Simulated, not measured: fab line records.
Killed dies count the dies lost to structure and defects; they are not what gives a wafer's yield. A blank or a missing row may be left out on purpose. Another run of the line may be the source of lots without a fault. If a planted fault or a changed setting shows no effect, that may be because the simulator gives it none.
Which of the tools did it? | flow sky130 | 24 lots, 72 wafers sampled, at 1 step of a route of 708

## WHAT THE GAUGES READ, wafer by wafer
SKY_PWDE_OVL_MEAS_07.
lot  | measured    | on         | PWDE_OVL (nm)
L074 | day 3 23:01 | overlay-02 | 1.3 2.2 3.3
L075 | day 4 04:43 | overlay-02 | 2.0 1.5 2.3
L076 | day 4 10:14 | overlay-01 | 2.1 0.9 0.3
L077 | day 4 11:43 | overlay-01 | -1.1 -0.7 1.0
L078 | day 4 22:07 | overlay-02 | 2.4 1.7 2.4
L079 | day 5 03:22 | overlay-02 | 0.4 0.7 1.9
L080 | day 5 06:07 | overlay-01 | 1.5 2.9 1.3
L081 | day 5 12:55 | overlay-02 | -0.9 2.0 0.3
L082 | day 5 18:10 | overlay-01 | 2.3 1.4 0.3
L083 | day 6 00:49 | overlay-01 | -0.6 -0.2 -0.9
L084 | day 6 03:04 | overlay-02 | 3.0 2.1 2.2
L085 | day 6 07:19 | overlay-02 | 0.0 -0.4 -0.4
L086 | day 6 19:37 | overlay-02 | 3.9 3.5 2.5
L087 | day 7 01:52 | overlay-01 | 3.1 2.2 2.9
L088 | day 7 04:49 | overlay-02 | 1.1 0.5 -0.6
L089 | day 7 10:19 | overlay-02 | 1.7 2.8 0.2
L090 | day 7 17:10 | overlay-02 | 2.8 1.2 1.8
L091 | day 7 21:16 | overlay-02 | -0.1 -1.5 0.2
L092 | day 8 04:11 | overlay-02 | 2.0 0.0 0.3
L093 | day 8 11:28 | overlay-02 | 3.1 1.5 1.8
L094 | day 8 17:49 | overlay-01 | 1.5 1.2 2.7
L095 | day 8 21:58 | overlay-02 | 1.7 1.9 -0.7
L096 | day 9 02:37 | overlay-01 | 1.8 0.6 0.4
L097 | day 9 06:07 | overlay-01 | 1.9 0.5 1.7

## EACH LOT AND THE TOOL THAT RAN IT (in order: tool; ch and the chambers of the sampled wafers; start)
The record shows no process step preceding these readings.

## WHAT THE TOOLS THEMSELVES READ (means of the sampled wafers that have a number; where no wafer has one, the mark that the record gives instead)
The record holds no such reading with a usual standard deviation.

## THE ANSWER, worked out from the rows above alone
Rule: usual is defined by the lots themselves. The widest of any qualifying gaps counts: lots, ordered by their means at a reading, are off when they make up no more than a third of the lots, leave a main group of 4 or more, and stand apart from it by 3 or more times the standard deviation of that group's means. A main group whose means are all the same, to the digits that the tables above print for the reading, isn't used. A lot without any number at a reading at which 4 lots or more have one is off too. Where the step has rows for the other lots, those lots are counted as sound. The gauges are gone through in route order, then the tools' own readings, and for those a lot's mean is taken as printed above. The first step at which some lot is off is used, and at that step the reading that is off furthest; a lot without a number counts as furthest.
No lot is off on any of the readings shown, so nothing can be concluded from this.

## WHAT THE SIMULATOR HAD PUT IN
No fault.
